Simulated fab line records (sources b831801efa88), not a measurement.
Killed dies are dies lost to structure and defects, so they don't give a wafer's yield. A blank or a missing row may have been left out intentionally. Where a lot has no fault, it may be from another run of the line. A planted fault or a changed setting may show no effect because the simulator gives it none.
Chamber matching -- flow sky130 -- SKY_LI_CONTACT_CMP_24 on cmp-01 has 4 sister chambers
The step polishes, stops on PSG, t overpolish 20 s, target thk 0 nm. 4 wafers are shown with their chamber, then 12 later ones without.

WAFERS PAIRED WITH THEIR CHAMBERS
wafer,chamber,time-to-endpoint-s (s)
L084.6,2,100
L089.4,3,99
L090.5,0,92
L090.6,1,94

WAFERS WITHOUT THEIR CHAMBER
wafer,time-to-endpoint-s (s)
L091.2,97
L091.4,95
L091.5,95
L092.1,100
L092.2,102
L092.4,97
L093.2,93
L093.3,96
L093.5,97
L096.3,100
L096.4,101
L096.5,99

THE CHAMBER EACH PASSED THROUGH
wafer,from the rows above,in truth
L091.2,can't be placed: 3 or 1 or 2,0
L091.4,can't be placed: 1 or 0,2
L091.5,can't be placed: 1 or 0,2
L092.1,can't be placed: 2 or 3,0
L092.2,can't be placed: 2 or 3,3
L092.4,can't be placed: 3 or 1 or 2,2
L093.2,can't be placed: 0 or 1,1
L093.3,can't be placed: 1 or 3 or 0 or 2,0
L093.5,can't be placed: 3 or 1 or 2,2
L096.3,can't be placed: 2 or 3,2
L096.4,can't be placed: 2 or 3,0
L096.5,can't be placed: 3 or 2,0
0 of 12 placed correctly. Cannot be placed on the basis of these rows: 12; the candidates contain the true chamber in 6. Wrongly placed: 0.
How it was worked out, from the rows above alone: a wafer's distance from a chamber is the root of the sum, over the readings, of the square of ((its reading less the chamber's mean) divided by the reading's scatter). The wafer belongs to the nearest chamber; if the next one is less than 2 further off, it can't be placed. The mean given for a chamber averages the wafers shown for that chamber. The scatter: with one shown wafer a chamber, the root of the mean of the squares of how far each hidden wafer lies from its nearest shown one.
